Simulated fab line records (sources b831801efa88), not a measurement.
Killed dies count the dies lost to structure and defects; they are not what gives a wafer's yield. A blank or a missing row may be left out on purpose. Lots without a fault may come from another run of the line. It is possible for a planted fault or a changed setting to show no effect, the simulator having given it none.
8D (eight disciplines) problem report, filled in by code    flow sky130    the parts of the form that need people (team, actions taken, sign-off) are left out

1. THE ISSUE
VT_ADJUST_PCH_OVL at SKY_VT_ADJUST_PCH_OVL_MEAS_07 reads a mean of 133.9 nm on 12 wafers of 4 lots; wafers without a fault read 0.7 nm with a standard deviation of 1.4. That puts it +95 standard deviations away from the usual mean.
Seen first at day 12 20:19 on overlay-02, wafer L821.4. The record has a number at this step for 42 wafers belonging to 14 lots. Rule for "out", or "out of limits": more than 4 standard deviations from the usual mean. All remaining wafers that have a number are taken as sound.

2. WHAT IT IS, WHAT IT ISN'T
question                     is                      is not
which readings at this step  VT_ADJUST_PCH_OVL       -
which lots                   L821, L822, L823, L824  L814, L815, L816, L817, L818, L825, L827, L830, L832, L837
which wafers of those lots   all that have a number  -
read on which gauges         overlay-01, overlay-02  -
when                         from day 12 20:19       up to then (15 sound wafers); but 15 sound wafers of L825, L827, L830, L832, L837 came after

3. SUSPECTS, AND WHAT RULES EACH OUT
Counting: a tool at a process step up to the reading stays a suspect if it ran every lot that is out and no sound lot after the first of them.
- the gauge at SKY_VT_ADJUST_PCH_OVL_MEAS_07: ruled out. The wafers that are out were read on 2 gauges (overlay-01, overlay-02).
- iline stepper-02 at SKY_VT_ADJUST_PCH_EXPOSE_04 (exposes mask NWM, target cd 840 nm): kept. All lots that are out passed through it, beginning with L821 at day 12 07:35, and no sound lot followed; its final sound lot before that point was L817 at day 11 14:15.
The count leaves iline stepper-02 at SKY_VT_ADJUST_PCH_EXPOSE_04.

4. THE CAUSE (what the simulator had put in)
Scanner matching overlay: iline stepper-02, from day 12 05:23 on, at SKY_VT_ADJUST_PCH_EXPOSE_04. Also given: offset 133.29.
This tool alone remained once counting was done.

5. SEQUENCE OF EFFECTS, ordered by route
One row per reading whose mean, taken over the struck wafers that have a number, lies over 3 standard deviations from the usual. Readings are gone through only where the record gives a usual standard deviation; hours: the median, over the lots, of the time from a lot's start at the first step in this table giving one to that lot's start at this step; sigmas: the change measured in usual standard deviations.
hours  step                           reading            usual   on struck wafers  change  sigmas
0      SKY_VT_ADJUST_PCH_OVL_MEAS_07  VT_ADJUST_PCH_OVL  0.7 nm  133.9             +133.2  +95
At these later measuring or inspecting steps, every struck wafer for which the step has a row has a number for every such reading, and none has moved that far: SKY_SONOS_ONO_THK_MEAS_01.

6. WHAT WOULD HAVE CAUGHT IT SOONER
Counted from the fault's start at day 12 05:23, it took 15 hours until the first out-of-limits reading at a measuring or inspecting step in this record, taken at day 12 20:19.
An alarm limit of 4 standard deviations would not have fired on the tool readings at SKY_VT_ADJUST_PCH_EXPOSE_04 for which the record gives a usual standard deviation, since none of them was out on any struck wafer.
Lots out: 4; of these, L823, L824 started SKY_VT_ADJUST_PCH_EXPOSE_04 on iline stepper-02 after day 12 20:19. A hold on the tool at that time would have spared those 2.
